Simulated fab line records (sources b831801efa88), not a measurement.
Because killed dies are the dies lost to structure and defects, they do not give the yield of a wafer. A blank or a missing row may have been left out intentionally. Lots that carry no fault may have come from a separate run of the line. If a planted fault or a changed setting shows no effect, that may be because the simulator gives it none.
What tool caused it? | flow gf180mcu | Sampling: 11 lots, 33 wafers, 2 of 602 route steps

== WHAT EACH GAUGE READ, for each wafer ==
GF_M2_RS_MEAS_05: measurement is done with a four-point probe.
lot  | measured     | on            | M2_ALCU_RS (ohm/sq)
L517 | day 18 06:21 | film_metro-02 | 0.0706 0.0703 0.0703
L518 | day 18 05:31 | film_metro-01 | 0.0692 0.0700 0.0689
L519 | day 18 18:08 | film_metro-01 | 0.0700 0.0697 0.0699
L520 | day 19 00:02 | film_metro-02 | 0.0705 0.0690 0.0704
L523 | day 20 06:05 | film_metro-02 | 0.0699 0.0700 0.0693
L527 | day 22 15:50 | film_metro-04 | 0.0714 0.0705 0.0697
L528 | day 22 12:11 | film_metro-01 | 0.0690 0.0690 0.0689
L529 | day 22 19:31 | film_metro-01 | 0.0683 0.0679 0.0689
L530 | day 23 05:13 | film_metro-01 | 0.0696 0.0690 0.0692
L532 | day 23 13:28 | film_metro-01 | 0.0696 0.0694 0.0702
L533 | day 23 18:22 | film_metro-01 | 0.0715 0.0699 0.0716

== WHAT TOOL EACH LOT RAN ON (gives the tool, then ch and the chambers of the sampled wafers, and finally the start) ==
lot  | GF_STI_ETCH_13
L517 | rie_diel-03 ch 0,1, day 2 06:01
L518 | rie_diel-02 ch 0,2,3, day 2 06:17
L519 | rie_diel-04 ch 0,1,2, day 2 13:36
L520 | rie_diel-02 ch 1,3, day 2 16:32
L523 | rie_diel-02 ch 1,2, day 3 08:02
L527 | rie_diel-03 ch 0,2,3, day 4 10:39
L528 | rie_diel-02 ch 0,1, day 4 10:50
L529 | rie_diel-02 ch 1,2,3, day 4 18:52
L530 | rie_diel-03 ch 0,2,3, day 4 23:27
L532 | rie_diel-02 ch 0,1,2, day 5 06:56
L533 | rie_diel-04 ch 0,3, day 5 11:35
- GF_STI_ETCH_13: etches the open film in CHF3/O2, stops on Si, target depth 282.31 nm, time 112.9 s.

== THE ANSWER, worked out from the rows above alone ==
Rule: the usual values come from the lots themselves. Put in order of their means at a reading, lots are off if they are a third of the lots or fewer, leave a main group of 4 or more, and stand apart from it by a gap of 3 or more times the standard deviation of the main group's means; of several such gaps the widest counts. A main group is skipped when, at the precision printed for the reading in the tables above, its means are all equal. A lot without any number at a reading at which 4 lots or more have one is off too. All remaining lots with rows at the step are treated as sound.
No lot is off on any of the readings shown, so nothing can be concluded from this.

== WHAT THE SIMULATOR HAD PUT IN ==
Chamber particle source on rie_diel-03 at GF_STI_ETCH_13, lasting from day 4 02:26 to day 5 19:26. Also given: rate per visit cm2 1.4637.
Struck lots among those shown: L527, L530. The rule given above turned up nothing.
